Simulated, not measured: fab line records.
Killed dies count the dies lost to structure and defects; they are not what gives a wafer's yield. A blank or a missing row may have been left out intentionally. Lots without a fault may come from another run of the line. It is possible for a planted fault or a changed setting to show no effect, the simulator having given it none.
Which tool did it? :: flow sky130 :: 36 wafers from 12 lots sampled at 5 of the route's 708 steps

WHAT THE GAUGES READ, wafer by wafer
SKY_VT_ADJUST_NCORE_OVL_MEAS_08. Usual: VT_ADJUST_NCORE_OVL typically reads 0.3 nm, with standard deviation 1.3.
lot: L433
measured: day 9 05:38
on: overlay-01
VT_ADJUST_NCORE_OVL (nm): 0.1 -0.7 0.6
flag: 

lot: L434
measured: day 9 06:45
on: overlay-01
VT_ADJUST_NCORE_OVL (nm): 1.7 1.5 0.4
flag: 

lot: L437
measured: day 10 06:26
on: overlay-01
VT_ADJUST_NCORE_OVL (nm): 0.9 1.0 -0.5
flag: 

lot: L438
measured: day 10 14:26
on: overlay-01
VT_ADJUST_NCORE_OVL (nm): 2.8 0.2 -1.4
flag: 

lot: L441
measured: day 10 21:09
on: overlay-02
VT_ADJUST_NCORE_OVL (nm): -1.2 0.3 0.2
flag: 

lot: L442
measured: day 11 05:27
on: overlay-02
VT_ADJUST_NCORE_OVL (nm): -0.8 -0.6 -0.1
flag: 

lot: L445
measured: day 11 22:55
on: overlay-01
VT_ADJUST_NCORE_OVL (nm): 1.3 0.6 -0.6
flag: 

lot: L444
measured: day 12 00:15
on: overlay-01
VT_ADJUST_NCORE_OVL (nm): 2.9 1.2 -0.4
flag: 

lot: L446
measured: day 12 07:18
on: overlay-01
VT_ADJUST_NCORE_OVL (nm): 0.3 0.1 0.0
flag: 

lot: L449
measured: day 13 10:36
on: overlay-02
VT_ADJUST_NCORE_OVL (nm): 1.8 1.0 -0.2
flag: 

lot: L454
measured: day 15 07:14
on: overlay-01
VT_ADJUST_NCORE_OVL (nm): 2.8 1.0 1.4
flag: 

lot: L456
measured: day 15 11:35
on: overlay-01
VT_ADJUST_NCORE_OVL (nm): 1.8 -1.0 -1.1
flag: 

SKY_VT_ADJUST_NCORE_TW_MEAS_11. Usual: VT_ADJUST_NCORE_TW typically reads 220.1, with standard deviation 1.6.
lot: L433
measured: day 9 05:55
on: film metro-04
VT_ADJUST_NCORE_TW: 217.9 219.9 218.5
flag: 

lot: L434
measured: day 9 07:02
on: film metro-04
VT_ADJUST_NCORE_TW: 217.6 218.8 218.5
flag: 

lot: L437
measured: day 10 06:44
on: film metro-02
VT_ADJUST_NCORE_TW: 221.3 220.2 220.5
flag: 

lot: L438
measured: day 10 14:44
on: film metro-03
VT_ADJUST_NCORE_TW: 221.9 221.4 221.4
flag: 

lot: L441
measured: day 10 21:26
on: film metro-04
VT_ADJUST_NCORE_TW: 218.0 218.6 218.0
flag: 

lot: L442
measured: day 11 05:44
on: film metro-03
VT_ADJUST_NCORE_TW: 221.6 222.0 221.1
flag: 

lot: L445
measured: day 11 23:12
on: film metro-03
VT_ADJUST_NCORE_TW: 220.4 220.7 220.9
flag: 

lot: L444
measured: day 12 00:32
on: film metro-03
VT_ADJUST_NCORE_TW: 219.8 220.8 220.2
flag: 

lot: L446
measured: day 12 07:35
on: film metro-04
VT_ADJUST_NCORE_TW: 218.1 219.6 219.5
flag: 

lot: L449
measured: day 13 10:53
on: film metro-04
VT_ADJUST_NCORE_TW: 218.3 217.7 217.7
flag: 

lot: L454
measured: day 15 07:32
on: film metro-03
VT_ADJUST_NCORE_TW: 221.0 222.8 221.9
flag: 

lot: L456
measured: day 15 11:53
on: film metro-02
VT_ADJUST_NCORE_TW: 221.7 221.4 220.0
flag: 

SKY_SONOS_TUNNEL_TW_MEAS_12. Usual: SONOS_TUNNEL_TW typically reads 197.2, with standard deviation 1.2.
lot: L433
measured: day 12 02:55
on: film metro-04
SONOS_TUNNEL_TW: 196.6 196.8 197.2
flag: 

lot: L434
measured: day 12 03:53
on: film metro-01
SONOS_TUNNEL_TW: 197.4 196.2 196.6
flag: 

lot: L437
measured: day 13 07:22
on: film metro-03
SONOS_TUNNEL_TW: 198.3 198.9 199.2
flag: 

lot: L438
measured: day 13 15:48
on: film metro-04
SONOS_TUNNEL_TW: 197.3 196.6 196.4
flag: 

lot: L441
measured: day 13 22:02
on: film metro-04
SONOS_TUNNEL_TW: 196.1 196.2 196.7
flag: 

lot: L442
measured: day 14 09:05
on: film metro-04
SONOS_TUNNEL_TW: 196.1 196.8 196.4
flag: 

lot: L445
measured: day 15 04:11
on: film metro-03
SONOS_TUNNEL_TW: 199.6 199.7 199.1
flag: 

lot: L444
measured: day 15 07:38
on: film metro-04
SONOS_TUNNEL_TW: 197.2 197.1 197.0
flag: 

lot: L446
measured: day 15 14:04
on: film metro-01
SONOS_TUNNEL_TW: 196.7 196.3 196.3
flag: 

lot: L449
measured: day 16 19:25
on: film metro-01
SONOS_TUNNEL_TW: 197.3 197.5 197.5
flag: 

lot: L454
measured: day 18 21:05
on: film metro-04
SONOS_TUNNEL_TW: 140.6 141.1 141.1
flag: OFF

lot: L456
measured: day 19 02:50
on: film metro-01
SONOS_TUNNEL_TW: 141.7 142.0 141.7
flag: OFF

WHICH TOOL RAN EACH LOT (tool, then ch and the chambers of the sampled wafers, then the start)
lot: L433
SKY_VT_ADJUST_NCORE_STRIP_10: plasma asher-04 ch 0,1, day 9 05:49
SKY_SONOS_TUNNEL_IMPLANT_09: implanter-02 ch 0, day 12 02:19

lot: L434
SKY_VT_ADJUST_NCORE_STRIP_10: plasma asher-04 ch 0,1, day 9 06:56
SKY_SONOS_TUNNEL_IMPLANT_09: implanter-04 ch 0, day 12 03:17

lot: L437
SKY_VT_ADJUST_NCORE_STRIP_10: plasma asher-02 ch 0,1, day 10 06:37
SKY_SONOS_TUNNEL_IMPLANT_09: implanter-01 ch 0, day 13 06:58

lot: L438
SKY_VT_ADJUST_NCORE_STRIP_10: plasma asher-02 ch 0,1, day 10 14:37
SKY_SONOS_TUNNEL_IMPLANT_09: implanter-04 ch 0, day 13 15:24

lot: L441
SKY_VT_ADJUST_NCORE_STRIP_10: plasma asher-03 ch 0,1, day 10 21:20
SKY_SONOS_TUNNEL_IMPLANT_09: implanter-04 ch 0, day 13 21:37

lot: L442
SKY_VT_ADJUST_NCORE_STRIP_10: plasma asher-04 ch 0,1, day 11 05:40
SKY_SONOS_TUNNEL_IMPLANT_09: implanter-01 ch 0, day 14 08:43

lot: L445
SKY_VT_ADJUST_NCORE_STRIP_10: plasma asher-04 ch 1, day 11 23:05
SKY_SONOS_TUNNEL_IMPLANT_09: implanter-01 ch 0, day 15 03:33

lot: L444
SKY_VT_ADJUST_NCORE_STRIP_10: plasma asher-03 ch 0, day 12 00:26
SKY_SONOS_TUNNEL_IMPLANT_09: implanter-01 ch 0, day 15 06:58

lot: L446
SKY_VT_ADJUST_NCORE_STRIP_10: plasma asher-02 ch 0,1, day 12 07:29
SKY_SONOS_TUNNEL_IMPLANT_09: implanter-02 ch 0, day 15 13:38

lot: L449
SKY_VT_ADJUST_NCORE_STRIP_10: plasma asher-03 ch 0,1, day 13 10:47
SKY_SONOS_TUNNEL_IMPLANT_09: implanter-02 ch 0, day 16 18:58

lot: L454
SKY_VT_ADJUST_NCORE_STRIP_10: plasma asher-03 ch 0, day 15 07:25
SKY_SONOS_TUNNEL_IMPLANT_09: implanter-02 ch 0, day 18 20:42

lot: L456
SKY_VT_ADJUST_NCORE_STRIP_10: plasma asher-02 ch 0,1, day 15 11:46
SKY_SONOS_TUNNEL_IMPLANT_09: implanter-02 ch 0, day 19 02:25
- SKY_VT_ADJUST_NCORE_STRIP_10: strips in O2/N2.
- SKY_SONOS_TUNNEL_IMPLANT_09

AS READ BY THE TOOLS THEMSELVES (means over the sampled wafers that have a number; for cases with no such wafer, the mark the record gives instead)
SKY_VT_ADJUST_NCORE_STRIP_10. Usual: drypump motor current A 5.80 A, standard deviation 0.19; oes product au 0.716 a.u., standard deviation 0.0043; strip time to endpoint s 14.15 s, standard deviation 0.045.
lot: L433
tool: plasma asher-04
drypump motor current A (A): 6.04
oes product au (a.u.): 0.717
strip time to endpoint s (s): 14.10
flag: 

lot: L434
tool: plasma asher-04
drypump motor current A (A): 6.04
oes product au (a.u.): 0.717
strip time to endpoint s (s): 14.14
flag: 

lot: L437
tool: plasma asher-02
drypump motor current A (A): 5.77
oes product au (a.u.): 0.715
strip time to endpoint s (s): 14.16
flag: 

lot: L438
tool: plasma asher-02
drypump motor current A (A): 5.76
oes product au (a.u.): 0.717
strip time to endpoint s (s): 14.11
flag: 

lot: L441
tool: plasma asher-03
drypump motor current A (A): 5.69
oes product au (a.u.): 0.707
strip time to endpoint s (s): 14.20
flag: 

lot: L442
tool: plasma asher-04
drypump motor current A (A): 5.93
oes product au (a.u.): 0.712
strip time to endpoint s (s): 14.09
flag: 

lot: L445
tool: plasma asher-04
drypump motor current A (A): 6.15
oes product au (a.u.): 0.715
strip time to endpoint s (s): 14.19
flag: 

lot: L444
tool: plasma asher-03
drypump motor current A (A): 5.61
oes product au (a.u.): 0.716
strip time to endpoint s (s): 14.13
flag: 

lot: L446
tool: plasma asher-02
drypump motor current A (A): 5.77
oes product au (a.u.): 0.718
strip time to endpoint s (s): 14.18
flag: 

lot: L449
tool: plasma asher-03
drypump motor current A (A): 5.66
oes product au (a.u.): 0.716
strip time to endpoint s (s): 14.14
flag: 

lot: L454
tool: plasma asher-03
drypump motor current A (A): 5.62
oes product au (a.u.): 0.713
strip time to endpoint s (s): 14.22
flag: 

lot: L456
tool: plasma asher-02
drypump motor current A (A): 5.65
oes product au (a.u.): 0.713
strip time to endpoint s (s): 14.24
flag: 

SKY_SONOS_TUNNEL_IMPLANT_09. Usual: dose ions cm2 1.0002e+12, standard deviation 9.8e+08; faraday current uA 5.64, standard deviation 0.11.
lot: L433
tool: implanter-02
dose ions cm2: 1.0007e+12
faraday current uA: 5.72
flag: 

lot: L434
tool: implanter-04
dose ions cm2: 9.9890e+11
faraday current uA: 5.51
flag: 

lot: L437
tool: implanter-01
dose ions cm2: 1.0001e+12
faraday current uA: 5.62
flag: 

lot: L438
tool: implanter-04
dose ions cm2: 9.9990e+11
faraday current uA: 5.71
flag: 

lot: L441
tool: implanter-04
dose ions cm2: 1.0003e+12
faraday current uA: 5.57
flag: 

lot: L442
tool: implanter-01
dose ions cm2: 1.0002e+12
faraday current uA: 5.77
flag: 

lot: L445
tool: implanter-01
dose ions cm2: 9.9923e+11
faraday current uA: 5.58
flag: 

lot: L444
tool: implanter-01
dose ions cm2: 9.9907e+11
faraday current uA: 5.67
flag: 

lot: L446
tool: implanter-02
dose ions cm2: 9.9927e+11
faraday current uA: 5.60
flag: 

lot: L449
tool: implanter-02
dose ions cm2: 1.0008e+12
faraday current uA: 5.70
flag: 

lot: L454
tool: implanter-02
dose ions cm2: 2.9797e+11
faraday current uA: 1.67
flag: OFF

lot: L456
tool: implanter-02
dose ions cm2: 2.9943e+11
faraday current uA: 1.70
flag: OFF

THE ANSWER, worked out from the rows above alone
Rule: take the mean of a lot's wafers that have a number; if it is more than 3 standard deviations from the usual mean, the lot is off. A lot without any number at a reading at which 4 lots or more have one is off too. Where the step has rows for the other lots, those lots are counted as sound. After the gauges, taken in route order, come the tools' own readings; for these a lot's mean is taken, as printed above. The first step at which some lot is off is used, and at that step the reading that is off furthest; a lot without a number counts as furthest.
Off: at SKY_SONOS_TUNNEL_TW_MEAS_12 (SONOS_TUNNEL_TW), L454, L456.
A tool fits if, at a process step before that reading, it ran every lot that is off, and no sound lot after the first of them. The gauges at SKY_SONOS_TUNNEL_TW_MEAS_12 aren't tried: what is off there is off at SKY_SONOS_TUNNEL_IMPLANT_09 too, on other tools, and a gauge's error can't cause that. One fits: implanter-02 at SKY_SONOS_TUNNEL_IMPLANT_09. A fault onset in the window from L449 (day 16 18:58, its last sound lot) to L454 (day 18 20:42, its first lot off) fits.
The tool's own readings at SKY_SONOS_TUNNEL_IMPLANT_09 bear it out: on the lots that are off they differ by more than 5 times the standard deviation of the sound lots' means. dose ions cm2 reads 2.9870e+11 there against 9.9985e+11 on the sound lots; faraday current uA reads 1.69 there against 5.64 on the sound lots.

WHAT HAD BEEN PUT IN BY THE SIMULATOR
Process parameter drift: implanter-02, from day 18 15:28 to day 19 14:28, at SKY_SONOS_TUNNEL_IMPLANT_09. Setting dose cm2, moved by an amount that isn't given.
Struck lots among those shown: L454, L456. Same finding as the rule above.
